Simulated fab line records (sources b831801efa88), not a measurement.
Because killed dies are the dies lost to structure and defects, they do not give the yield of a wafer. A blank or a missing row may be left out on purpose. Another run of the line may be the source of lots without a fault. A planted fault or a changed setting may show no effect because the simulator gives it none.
A lot that was struck, set against a sound lot	flow gf180mcu	43 out of 602 route steps
Sound: these wafers, L757.1, L757.4, L757.5. Wafers struck: L760.2, L760.4, L760.6. The cause is given at the end.
Each step with rows lists, per side, the tool, then ch with its chambers, then its first start. Under that, the readings that differ: sound wafers	struck wafers	difference of the means	sigmas: that difference in standard deviations of wafers without a fault.
alike: same words and numbers on both sides, and readings whose means sit less than 2 such deviations apart. not compared: any withheld reading, any reading some wafer has no value for, any bound like >300 that may hide the same value, and any number with overlapping values for which the record gives no deviation.
Wherever a step has rows on one side only, a row that says differs or no value, or a row with sigmas, the two part there. Numbers that have no deviation but don't overlap get no sigmas and don't part them. A reading that every wafer of one side lacks parts them only if that side has two wafers or more.

first, 2 steps without rows for these wafers: GF_NWELL_IMPLANT_08; GF_NWELL_IMPLANT_09.
GF_NWELL_STRIP_10: strips in O2/N2.
  sound on plasmaAsher-01 ch 0,1, day 3 10:30; struck on plasmaAsher-01 ch 0,1, day 4 01:26
  alike: drypumpMotorCurrentA, heaterPowerW, oesProductAu, stripTimeToEndpointS
  not compared: rfHoursCounterH
GF_NWELL_TW_MEAS_11:
  sound: filmMetro-02 at day 3 10:36; struck: filmMetro-04 at day 4 01:32
  alike: NWELL_TW
then, 7 steps without rows for these wafers: GF_LVPWELL_DEHYDRATE_00 (time 60 s); GF_LVPWELL_HMDS_01 (prime time 60 s); GF_LVPWELL_COAT_02 (resist thk 3000 nm); GF_LVPWELL_SOFTBAKE_03; GF_LVPWELL_EXPOSE_04 (exposes mask LVPWELL, target cd 600 nm); GF_LVPWELL_PEB_05; GF_LVPWELL_DEVELOP_06 (develop time 60 s).
GF_LVPWELL_OVL_MEAS_07:
  sound: overlay-01 at day 3 23:46; struck: overlay-02 at day 4 14:52
  alike: LVPWELL_OVL
GF_LVPWELL_IMPLANT_08:
  sound on implanter-04 ch 0, day 3 23:48; struck on implanter-03 ch 0, day 4 14:55
reading	sound	struck	difference	sigmas
implantIonAmu	11 11 11	31 31 31	+20	
model.implant.rpNm (nm)	483.5 483.5 483.5	214.5 214.5 214.5	-269.0	
model.implant.drpNm (nm)	102.4 102.4 102.4	68.9 68.9 68.9	-33.5	
  alike: faradayCurrentUA
following that, these wafers have no rows for 1 step: GF_LVPWELL_IMPLANT_09.
GF_LVPWELL_STRIP_10: strips in O2/N2.
  sound on plasmaAsher-02 ch 0,1, day 4 00:06; struck on plasmaAsher-03 ch 0,1, day 4 15:12
  alike: drypumpMotorCurrentA, heaterPowerW, oesProductAu, stripTimeToEndpointS
  not compared: rfHoursCounterH
GF_LVPWELL_TW_MEAS_11:
  sound: filmMetro-04 at day 4 00:12; struck: filmMetro-04 at day 4 15:19
reading	sound	struck	difference	sigmas
LVPWELL_TW	567 568 565	1328 1321 1316	+755	+99 or more
then, 7 steps without rows for these wafers: GF_MVSD_DEHYDRATE_00 (time 60 s); GF_MVSD_HMDS_01 (prime time 60 s); GF_MVSD_COAT_02 (resist thk 3000 nm); GF_MVSD_SOFTBAKE_03; GF_MVSD_EXPOSE_04 (exposes mask MVSD, target cd 1000 nm); GF_MVSD_PEB_05; GF_MVSD_DEVELOP_06 (develop time 60 s).
GF_MVSD_OVL_MEAS_07:
  sound: overlay-02 at day 4 12:46; struck: overlay-02 at day 5 04:59
  alike: MVSD_OVL
then, 2 steps without rows for these wafers: GF_MVSD_IMPLANT_08; GF_MVSD_IMPLANT_09.
GF_MVSD_STRIP_10: strips in O2/N2.
  sound on plasmaAsher-01 ch 0,1, day 4 13:06; struck on plasmaAsher-02 ch 1, day 5 05:19
reading	sound	struck	difference	sigmas
drypumpMotorCurrentA (A)	6.2 5.7 5.8	5.0 4.9 5.0	-0.9	-2
  alike: heaterPowerW, oesProductAu, stripTimeToEndpointS
  not compared: rfHoursCounterH
GF_MVSD_TW_MEAS_11:
  sound: filmMetro-04 at day 4 13:12; struck: filmMetro-01 at day 5 05:26
  alike: MVSD_TW
then, 7 steps without rows for these wafers: GF_MVPSD_DEHYDRATE_00 (time 60 s); GF_MVPSD_HMDS_01 (prime time 60 s); GF_MVPSD_COAT_02 (resist thk 3000 nm); GF_MVPSD_SOFTBAKE_03; GF_MVPSD_EXPOSE_04 (exposes mask MVPSD, target cd 1000 nm); GF_MVPSD_PEB_05; GF_MVPSD_DEVELOP_06 (develop time 60 s).
GF_MVPSD_OVL_MEAS_07:
  sound: overlay-01 at day 5 02:46; struck: overlay-01 at day 5 19:07
  alike: MVPSD_OVL
then, 2 steps without rows for these wafers: GF_MVPSD_IMPLANT_08; GF_MVPSD_IMPLANT_09.
GF_MVPSD_STRIP_10: strips in O2/N2.
  sound on plasmaAsher-03 ch 0,1, day 5 03:06; struck on plasmaAsher-03 ch 0, day 5 19:27
  alike: drypumpMotorCurrentA, heaterPowerW, oesProductAu, stripTimeToEndpointS
  not compared: rfHoursCounterH
GF_MVPSD_TW_MEAS_11:
  sound: filmMetro-01 at day 5 03:12; struck: filmMetro-04 at day 5 19:34
  alike: MVPSD_TW
then, 2 steps without rows for these wafers: GF_VT_IMPLANT_DEHYDRATE_00 (time 60 s); GF_VT_IMPLANT_HMDS_01 (prime time 60 s).
-- the record jumps here: 3 days lie between the struck wafers' starts before and after --
GF_VT_IMPLANT_RS_MEAS_48: uses a four-point probe to measure.
  sound: filmMetro-02 at day 7 15:45; struck: filmMetro-02 at day 8 09:54
reading	sound	struck	difference	sigmas
LVPWELL_RS (ohm/sq)	1199.3 1197.6 1201.7	- - -	no value on the struck wafers	

## WHERE THEY PART
Last at GF_VT_IMPLANT_RS_MEAS_48 as far as this record goes, first at GF_LVPWELL_TW_MEAS_11.

WHY: whatever the simulator had introduced
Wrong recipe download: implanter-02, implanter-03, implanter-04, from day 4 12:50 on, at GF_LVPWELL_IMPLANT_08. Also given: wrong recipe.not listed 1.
